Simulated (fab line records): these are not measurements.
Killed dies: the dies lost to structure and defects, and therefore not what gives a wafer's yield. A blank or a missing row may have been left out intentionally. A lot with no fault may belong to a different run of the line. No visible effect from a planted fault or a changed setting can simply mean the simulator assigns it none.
fab line records | flow gf180mcu
record lots=14 | wafers=38 | last-day=34
route steps=602 shown VT_IMPLANT@131 V1@349 M2@363
lots that met no fault: from a run of the same line without faults
start-h: hours from the record's first day to the start of the lot's first wafer shown | wait-h: time in hours since the lot's previous step | " unchanged from the row above | L1.1+2: a single row standing in for several wafers | - no value present, or no start provided | * or withheld: withheld | < > ~ a bound
route shown NAME@n: a module of which the file shows steps, and the number in the route of the first | usual: mean/standard deviation of fault-free wafers | same: alike in all rows | chamber/n: place in a boat | sites: each site's reading | _std_site: the standard deviation of these | _edge_site: outer sites' mean less inner sites' | radius-mm: how far each site lies from the wafer's centre | mask NAME#n: copy n | behind: the tool/chamber that last shaped the wafer | hold: why the lot went on hold/how many hours it stayed there/how the hold came to an end | device: transistor that didn't switch, given as n, p or np | end of line: the tests these same wafers got at the end of their route | step lacking rows: just its recipe | killed: dies that structure and defects cost at the first sort, which is not the same as the wafer's yield | map: a wafer's dies, x killed, . not, _ none there
set.NAME: setting as actually run; set.NAME@STEP: the setting as run at that earlier step | model.NAME: the simulator's own value behind a step, which no gauge read
steps of the route over a sample of lots; a table a step, a row a wafer
services: a tool's chamber out of use, with start hour (start-h, from the record's first day; less than 0 if before it), hours out, and reason
## steps
# step GF_VT_IMPLANT_IMPLANT_41
# recipe species=As | energy-kev=70 | dose-cm2=1.013e+12 | tilt-deg=7
# usual beam-on-s=9.99/0.18 | faraday-current-uA=5.72/0.11
lot.wafer | tool         | chamber | start-h | wait-h | beam-on-s | faraday-current-uA
L101.2    | implanter-04 | 0       | 163.91  | 0.0    | 9.70      | 5.90
L101.4    | "            | 0       | "       | "      | 9.72      | 5.89
L101.5    | "            | 0       | "       | "      | 9.83      | 5.78
L102.4    | implanter-04 | 0       | 169.86  | 0.1    | 10.02     | 5.73
L102.5    | "            | 0       | "       | "      | 9.83      | 5.79
L102.6    | "            | 0       | "       | "      | 10.19     | 5.57
L103.3    | implanter-02 | 0       | 174.06  | 0.1    | 10.03     | 5.71
L103.4    | "            | 0       | "       | "      | 10.14     | 5.63
L103.6    | "            | 0       | "       | "      | 10.21     | 5.58
L104.1    | implanter-02 | 0       | 183.39  | 0.0    | 9.78      | 5.85
L104.2    | "            | 0       | "       | "      | 10.02     | 5.68
L104.4    | "            | 0       | "       | "      | 9.81      | 5.82
L105.1    | implanter-04 | 0       | 190.96  | 0.0    | 9.65      | 5.90
L105.3    | "            | 0       | "       | "      | 9.93      | 5.76
L105.4    | "            | 0       | "       | "      | 10.22     | 5.60
L106.2    | implanter-02 | 0       | 196.36  | 0.0    | 10.09     | 5.66
L106.4    | "            | 0       | "       | "      | 10.13     | 5.63
L106.5    | "            | 0       | "       | "      | 10.29     | 5.54
L109.2    | implanter-04 | 0       | 216.46  | 0.0    | 10.09     | 5.68
L109.3    | "            | 0       | "       | "      | 10.07     | 5.64
L109.5    | "            | 0       | "       | "      | 9.70      | 5.87
L112.3    | implanter-02 | 0       | 237.44  | 0.1    | 10.20     | 5.63
L112.5    | "            | 0       | "       | "      | 10.01     | 5.73
L112.6    | "            | 0       | "       | "      | 9.93      | 5.80
L114.3    | implanter-02 | 0       | 251.46  | 0.1    | 9.99      | 5.71
L114.4    | "            | 0       | "       | "      | 10.31     | 5.58
L114.5    | "            | 0       | "       | "      | 10.13     | 5.62
L115.3    | implanter-04 | 0       | 262.90  | 0.1    | 10.74     | 5.30
L116.6    | implanter-04 | 0       | 270.33  | 0.1    | 10.75     | 5.31
L117.1    | implanter-04 | 0       | 275.44  | 0.0    | 10.72     | 5.37
L117.2    | "            | 0       | "       | "      | 10.97     | 5.22
L117.5    | "            | 0       | "       | "      | 11.01     | 5.16
L121.1    | implanter-03 | 0       | 300.50  | 0.0    | 9.80      | 5.83
L121.3    | "            | 0       | "       | "      | 9.69      | 5.90
L121.5    | "            | 0       | "       | "      | 9.96      | 5.75
L122.2    | implanter-03 | 0       | 307.11  | 0.0    | 10.04     | 5.70
L122.3    | "            | 0       | "       | "      | 10.06     | 5.68
L122.5    | "            | 0       | "       | "      | 10.03     | 5.71
# step GF_VT_IMPLANT_TW_MEAS_43
# usual VT_IMPLANT_4_TW=688/4.8
lot.wafer | tool          | chamber | start-h | wait-h | hold                     | VT_IMPLANT_4_TW
L101.2    | film-metro-03 | -       | 164.15  | 0.1    | -                        | 686
L101.4    | "             | -       | "       | "      | -                        | 687
L101.5    | "             | -       | "       | "      | -                        | 681
L102.4    | film-metro-04 | -       | 170.07  | 0.1    | -                        | 692
L102.5    | "             | -       | "       | "      | -                        | 696
L102.6    | "             | -       | "       | "      | -                        | 694
L103.3    | film-metro-01 | -       | 174.28  | 0.1    | -                        | 685
L103.4    | "             | -       | "       | "      | -                        | 685
L103.6    | "             | -       | "       | "      | -                        | 684
L104.1    | film-metro-03 | -       | 183.64  | 0.1    | -                        | 676
L104.2    | "             | -       | "       | "      | -                        | 679
L104.4    | "             | -       | "       | "      | -                        | 679
L105.1    | film-metro-04 | -       | 191.21  | 0.1    | -                        | 695
L105.3    | "             | -       | "       | "      | -                        | 694
L105.4    | "             | -       | "       | "      | -                        | 690
L106.2    | film-metro-03 | -       | 196.60  | 0.1    | -                        | 685
L106.4    | "             | -       | "       | "      | -                        | 680
L106.5    | "             | -       | "       | "      | -                        | 685
L109.2    | film-metro-04 | -       | 216.70  | 0.1    | -                        | 690
L109.3    | "             | -       | "       | "      | -                        | 691
L109.5    | "             | -       | "       | "      | -                        | 688
L112.3    | film-metro-03 | -       | 237.66  | 0.1    | -                        | 685
L112.5    | "             | -       | "       | "      | -                        | 687
L112.6    | "             | -       | "       | "      | -                        | 688
L114.3    | film-metro-03 | -       | 251.68  | 0.1    | -                        | 686
L114.4    | "             | -       | "       | "      | -                        | 683
L114.5    | "             | -       | "       | "      | -                        | 689
L115.3    | film-metro-03 | -       | 263.12  | 0.1    | -                        | 704
L116.6    | film-metro-03 | -       | 270.50  | 0.1    | -                        | 702
L117.1    | film-metro-04 | -       | 275.69  | 0.1    | await-dispo/0.2h/release | 708
L117.2    | "             | -       | "       | "      | await-dispo/0.2h/release | 705
L117.5    | "             | -       | "       | "      | await-dispo/0.2h/release | 710
L117.1    | film-metro-04 | -       | 275.96  | 0.3    | -                        | 708
L117.2    | "             | -       | "       | "      | -                        | 711
L117.5    | "             | -       | "       | "      | -                        | 708
L121.1    | film-metro-04 | -       | 300.75  | 0.1    | -                        | 693
L121.3    | "             | -       | "       | "      | -                        | 690
L121.5    | "             | -       | "       | "      | -                        | 691
L122.2    | film-metro-03 | -       | 307.34  | 0.1    | -                        | 689
L122.3    | "             | -       | "       | "      | -                        | 684
L122.5    | "             | -       | "       | "      | -                        | 686
# step GF_V1_CD_MEAS_14
# recipe target-cd-nm=260
# usual cd-nm=260.3/1.4
lot.wafer | tool      | chamber | start-h | wait-h | cd-nm
L101.2    | cd-sem-01 | -       | 418.37  | 0.1    | 260.3
L101.4    | "         | -       | "       | "      | 257.2
L101.5    | "         | -       | "       | "      | 258.4
L102.4    | cd-sem-02 | -       | 429.11  | 0.1    | 260.5
L102.5    | "         | -       | "       | "      | 260.9
L102.6    | "         | -       | "       | "      | 259.9
L103.3    | cd-sem-01 | -       | 431.31  | 0.1    | 263.4
L103.4    | "         | -       | "       | "      | 263.8
L103.6    | "         | -       | "       | "      | 265.0
L104.1    | cd-sem-01 | -       | 445.10  | 0.1    | 259.4
L104.2    | "         | -       | "       | "      | 260.5
L104.4    | "         | -       | "       | "      | 258.8
L105.1    | cd-sem-02 | -       | 459.69  | 0.1    | 259.4
L105.3    | "         | -       | "       | "      | 258.8
L105.4    | "         | -       | "       | "      | 259.4
L106.2    | cd-sem-02 | -       | 466.64  | 0.1    | 260.4
L106.4    | "         | -       | "       | "      | 261.5
L106.5    | "         | -       | "       | "      | 261.8
L109.2    | cd-sem-02 | -       | 494.39  | 0.1    | 260.9
L109.3    | "         | -       | "       | "      | 260.6
L109.5    | "         | -       | "       | "      | 259.1
L112.3    | cd-sem-02 | -       | 518.39  | 0.1    | 260.3
L112.5    | "         | -       | "       | "      | 260.0
L112.6    | "         | -       | "       | "      | 259.6
L114.3    | cd-sem-01 | -       | 538.49  | 0.1    | 260.7
L114.4    | "         | -       | "       | "      | 260.9
L114.5    | "         | -       | "       | "      | 262.1
L115.3    | cd-sem-01 | -       | 552.14  | 0.1    | 259.1
L116.6    | cd-sem-02 | -       | 562.62  | 0.1    | 260.5
L117.1    | cd-sem-01 | -       | 572.47  | 0.1    | 258.9
L117.2    | "         | -       | "       | "      | 259.4
L117.5    | "         | -       | "       | "      | 258.9
L121.1    | cd-sem-02 | -       | 590.67  | 0.1    | 259.5
L121.3    | "         | -       | "       | "      | 261.0
L121.5    | "         | -       | "       | "      | 259.6
L122.2    | cd-sem-01 | -       | 601.31  | 0.1    | 260.5
L122.3    | "         | -       | "       | "      | 260.5
L122.5    | "         | -       | "       | "      | 260.6
# step GF_V1_ETCH_16
# recipe chemistry=N2/H2 | target-depth-a=withheld | overetch-a=withheld | time-s=withheld | target=BARC | ion-energy-ev=200 | source-w=500 | bias-w=100 | pressure-mtorr=30 | n2-flow-sccm=100 | h2-flow-sccm=200
# usual drypump-motor-current-A=5.6/0.52 | oes-product-au=0.855/0.0044 | throttle-valve-pct=13.225/0.0087
lot.wafer | tool        | chamber | start-h | wait-h | drypump-motor-current-A | oes-product-au | throttle-valve-pct
L101.2    | rie-diel-03 | 1       | 418.51  | 0.0    | 5.4                     | 0.847          | 13.233
L101.4    | "           | 2       | "       | "      | 6.2                     | 0.854          | 13.217
L101.5    | "           | 2       | "       | "      | 6.2                     | 0.848          | 13.233
L102.4    | rie-diel-03 | 1       | 429.21  | 0.0    | 5.5                     | 0.855          | 13.234
L102.5    | "           | 3       | "       | "      | 5.6                     | 0.852          | 13.223
L102.6    | "           | 0       | "       | "      | 5.3                     | 0.851          | 13.225
L103.3    | rie-diel-02 | 0       | 431.43  | 0.0    | 6.3                     | 0.858          | 13.240
L103.4    | "           | 2       | "       | "      | 5.0                     | 0.859          | 13.219
L103.6    | "           | 3       | "       | "      | 5.4                     | 0.849          | 13.223
L104.1    | rie-diel-03 | 3       | 445.25  | 0.0    | 5.6                     | 0.860          | 13.240
L104.2    | "           | 0       | "       | "      | 5.3                     | 0.850          | 13.220
L104.4    | "           | 1       | "       | "      | 5.4                     | 0.855          | 13.224
L105.1    | rie-diel-04 | 0       | 459.84  | 0.0    | 5.0                     | 0.855          | 13.207
L105.3    | "           | 2       | "       | "      | 6.1                     | 0.858          | 13.215
L105.4    | "           | 1       | "       | "      | 6.6                     | 0.855          | 13.216
L106.2    | rie-diel-03 | 3       | 466.77  | 0.0    | 5.6                     | 0.850          | 13.224
L106.4    | "           | 1       | "       | "      | 5.4                     | 0.849          | 13.215
L106.5    | "           | 1       | "       | "      | 5.5                     | 0.848          | 13.232
L109.2    | rie-diel-04 | 2       | 494.52  | 0.0    | 6.1                     | 0.854          | 13.229
L109.3    | "           | 1       | "       | "      | 6.6                     | 0.853          | 13.224
L109.5    | "           | 3       | "       | "      | 6.4                     | 0.844          | 13.222
L112.3    | rie-diel-02 | 0       | 518.50  | 0.0    | 6.3                     | 0.860          | 13.224
L112.5    | "           | 2       | "       | "      | 5.0                     | 0.855          | 13.229
L112.6    | "           | 1       | "       | "      | 5.1                     | 0.849          | 13.232
L114.3    | rie-diel-03 | 0       | 538.60  | 0.0    | 5.3                     | 0.859          | 13.216
L114.4    | "           | 2       | "       | "      | 6.3                     | 0.855          | 13.216
L114.5    | "           | 1       | "       | "      | 5.4                     | 0.854          | 13.217
L115.3    | rie-diel-03 | 1       | 552.25  | 0.0    | 5.4                     | 0.848          | 13.230
L116.6    | rie-diel-02 | 0       | 562.69  | 0.0    | 6.3                     | 0.863          | 13.221
L117.1    | rie-diel-02 | 2       | 572.62  | 0.0    | 5.0                     | 0.862          | 13.230
L117.2    | "           | 0       | "       | "      | 6.3                     | 0.859          | 13.205
L117.5    | "           | 2       | "       | "      | 5.0                     | 0.846          | 13.216
L121.1    | rie-diel-04 | 2       | 590.82  | 0.0    | 6.1                     | 0.857          | 13.231
L121.3    | "           | 1       | "       | "      | 6.6                     | 0.852          | 13.225
L121.5    | "           | 1       | "       | "      | 6.6                     | 0.851          | 13.221
L122.2    | rie-diel-02 | 0       | 601.45  | 0.0    | 6.3                     | 0.850          | 13.239
L122.3    | "           | 1       | "       | "      | 5.1                     | 0.851          | 13.235
L122.5    | "           | 2       | "       | "      | 5.0                     | 0.849          | 13.208
# step GF_M2_SPUTTER_01
# recipe material=TiN | target-thk-nm=30 | power-w=6500 | time-s=25 | chamber-pressure-pa=0.4
# usual throttle-valve-pct=30.3/0.87
lot.wafer | tool           | chamber | start-h | wait-h | throttle-valve-pct
L101.2    | pvd-sputter-04 | -       | 419.97  | 0.1    | 29.6
L101.4    | "              | -       | "       | "      | 30.2
L101.5    | "              | -       | "       | "      | 29.5
L102.4    | pvd-sputter-03 | -       | 430.66  | 0.1    | 30.3
L102.5    | "              | -       | "       | "      | 31.4
L102.6    | "              | -       | "       | "      | 29.0
L103.3    | pvd-sputter-03 | -       | 432.88  | 0.1    | 31.5
L103.4    | "              | -       | "       | "      | 29.3
L103.6    | "              | -       | "       | "      | 31.7
L104.1    | pvd-sputter-01 | -       | 446.71  | 0.1    | 30.4
L104.2    | "              | -       | "       | "      | 30.3
L104.4    | "              | -       | "       | "      | 31.0
L105.1    | pvd-sputter-01 | -       | 461.30  | 0.1    | 30.3
L105.3    | "              | -       | "       | "      | 30.8
L105.4    | "              | -       | "       | "      | 30.3
L106.2    | pvd-sputter-04 | -       | 468.27  | 0.1    | 29.7
L106.4    | "              | -       | "       | "      | 30.3
L106.5    | "              | -       | "       | "      | 30.3
L109.2    | pvd-sputter-04 | -       | 495.98  | 0.1    | 31.7
L109.3    | "              | -       | "       | "      | 29.1
L109.5    | "              | -       | "       | "      | 30.2
L112.3    | pvd-sputter-01 | -       | 519.96  | 0.1    | 30.7
L112.5    | "              | -       | "       | "      | 31.2
L112.6    | "              | -       | "       | "      | 30.1
L114.3    | pvd-sputter-01 | -       | 540.06  | 0.1    | 30.2
L114.4    | "              | -       | "       | "      | 30.0
L114.5    | "              | -       | "       | "      | 30.1
L115.3    | pvd-sputter-04 | -       | 553.74  | 0.1    | 31.9
L116.6    | pvd-sputter-04 | -       | 564.48  | 0.0    | 29.6
L117.1    | pvd-sputter-01 | -       | 574.30  | 0.1    | 30.4
L117.2    | "              | -       | "       | "      | 30.3
L117.5    | "              | -       | "       | "      | 30.2
L121.1    | pvd-sputter-03 | -       | 592.29  | 0.1    | 31.6
L121.3    | "              | -       | "       | "      | 29.1
L121.5    | "              | -       | "       | "      | 31.6
L122.2    | pvd-sputter-03 | -       | 602.98  | 0.1    | 29.1
L122.3    | "              | -       | "       | "      | 30.5
L122.5    | "              | -       | "       | "      | 31.5
## services
tool           | chamber | start-h | hours | kind
implanter-02   | -       | 193.38  | 0.8   | repair
rie-diel-03    | -       | 214.26  | 1.4   | repair
implanter-04   | -       | 233.78  | 2.3   | repair
rie-diel-02    | 1       | 255.79  | 2.4   | repair
pvd-sputter-01 | -       | 267.08  | 12.6  | repair
rie-diel-02    | -       | 281.17  | 1.2   | repair
implanter-04   | -       | 287.29  | 2.2   | repair
implanter-04   | -       | 299.69  | 4.0   | pm
rie-diel-02    | 0       | 320.11  | 7.3   | repair
rie-diel-02    | 0       | 396.27  | 3.7   | repair
implanter-04   | -       | 400.48  | 3.1   | pm
implanter-02   | -       | 405.89  | 5.8   | repair
implanter-02   | -       | 430.30  | 7.6   | repair
rie-diel-03    | 0       | 434.27  | 5.7   | repair
implanter-04   | -       | 452.47  | 3.7   | repair
pvd-sputter-01 | -       | 455.62  | 0.8   | repair
rie-diel-02    | 3       | 461.32  | 4.1   | repair
rie-diel-03    | 0       | 469.22  | 3.8   | repair
pvd-sputter-01 | -       | 469.35  | 1.5   | repair
implanter-02   | -       | 473.56  | 75.9  | pm
rie-diel-02    | 3       | 511.88  | 7.2   | repair
implanter-04   | -       | 539.38  | 2.1   | repair
implanter-02   | -       | 549.42  | 3.0   | pm
rie-diel-03    | 1       | 566.98  | 5.0   | repair
## key
first-sign step=GF_VT_IMPLANT_IMPLANT_41 | reading=beam-on-s | direction=up | sigmas=4.6 | usual=9.99 | struck=10.83
effect step=GF_VT_IMPLANT_IMPLANT_41 | reading=faraday-current-uA | direction=down | sigmas=4.3 | usual=5.72 | struck=5.27
effect step=GF_VT_IMPLANT_TW_MEAS_43 | reading=visit | direction=added
met-at GF_VT_IMPLANT_IMPLANT_41
struck-lots L115,L116,L117
tester-left-out L115,L116,L117
not-acting-at GF_V1_CD_MEAS_14,GF_V1_ETCH_16,GF_M2_SPUTTER_01
onset-between 216.46 262.90
fault kind=process-parameter-drift | tool=implanter-04 | chamber=- | onset-h=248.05 | steps=GF_VT_IMPLANT_IMPLANT_41 | channel=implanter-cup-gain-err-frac | offset=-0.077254 | shape=step | end-h=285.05
# tester-left-out: of these lots the tester's yield and bins aren't shown, on N5 and GAA mostly nor the transistor test; their killed dies are dies lost to structure and defects alone, not to doping, threshold or leakage, so they don't give the yield
